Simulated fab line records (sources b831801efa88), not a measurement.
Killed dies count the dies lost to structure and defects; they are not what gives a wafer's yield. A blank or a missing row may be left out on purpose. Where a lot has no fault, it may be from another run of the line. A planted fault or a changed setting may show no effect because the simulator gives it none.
The same fault as seen by 2 desks | flow gf180mcu | each desk has only its own numbers; what lay behind them comes last

== FOR THE TOOL OWNER'S DESK: implanter-01 ==
GF_HV_LDD_IMPLANT_33, tool's own readings: per-lot mean of the sampled wafers with a number, covering each lot this tool ran. Marked OUT: a lot whose mean sits more than 4 standard deviations from the usual mean, which makes it out of limits; the brackets give that distance.
Columns: A = beam-energy-keV at GF_HV_LDD_IMPLANT_33, usual 60.002; B = beam-on-s at GF_HV_LDD_IMPLANT_33, usual 9.99 s; C = faraday-current-uA at GF_HV_LDD_IMPLANT_33, usual 42.3; D = rotation-deg at GF_HV_LDD_IMPLANT_33, usual -0.003 degrees
lot  | first seen here | A      | B              | C              | D
L909 | day 12 12:34    | 59.993 | 9.98           | 42.5           | 0.023
L912 | day 13 16:30    | 60.001 | 7.70 (-11) OUT | 55.0 (+15) OUT | 0.007
L913 | day 14 00:44    | 60.005 | 7.84 (-11) OUT | 53.9 (+14) OUT | -0.034
L921 | day 16 19:44    | 59.985 | 10.07          | 42.0           | 0.004
L924 | day 17 17:59    | 59.992 | 10.01          | 42.2           | 0.031
Finding of this desk: L912, L913 out of limits; the first was L912 at day 13 16:30, on beam-on-s at GF_HV_LDD_IMPLANT_33. L909, L921, L924 stayed within limits.

== METROLOGY DESK ==
Lot by lot, what the gauges showed, no matter which tool ran the lot: averages of those sampled wafers that carry a number. Marked OUT: a lot whose mean sits more than 4 standard deviations from the usual mean, which makes it out of limits; the brackets give that distance.
Columns: A = HV_LDD_RS at GF_HV_LDD_RS_MEAS_53, usual 417.8 ohm/sq; B = M2_ALCU_RS at GF_M2_RS_MEAS_05, usual 0.0693 ohm/sq
lot  | first seen here | A                | B
L907 | day 12 22:38    | 417.2            | 0.0694
L909 | day 13 09:14    | 417.6            | 0.0690
L912 | day 14 15:08    | 422.4 (+4.9) OUT | 0.0688
L913 | day 14 22:50    | 422.5 (+5.0) OUT | 0.0687
L914 | day 15 12:43    | 418.1            | 0.0701
L921 | day 17 20:26    | 418.3            | 0.0686
L920 | day 17 21:02    | 418.8            | 0.0693
L922 | day 18 01:32    | 419.6            | 0.0694
L924 | day 18 19:09    | 416.2            | 0.0698
L923 | day 18 20:58    | 417.3            | 0.0687
L925 | day 19 02:46    | 417.8            | 0.0689
L927 | day 19 18:52    | 418.0            | 0.0688
This desk's result: L912, L913 out of limits, first on L912 (HV_LDD_RS at GF_HV_LDD_RS_MEAS_53), day 14 15:08. L907, L909, L914, L921, L920, L922, L924, L923, L925, L927 stayed within limits.

== PUT TOGETHER ==
The tool owner's desk had the chance to raise an alarm at day 13 16:30 on L912, L913.
L912, L913 would have let the metrology desk raise an alarm at day 14 15:08.
GF_HV_LDD_IMPLANT_33 was run on implanter-01 by each of the lots named.

== WHAT WAS PUT IN BY THE SIMULATOR ==
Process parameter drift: implanter-01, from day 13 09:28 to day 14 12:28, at GF_HV_LDD_IMPLANT_33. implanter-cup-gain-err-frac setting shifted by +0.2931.
Shown lots that were struck: L912, L913.
Fault start to first reading out of limits, in hours, per desk: tool owner, 7; metrology, 30.
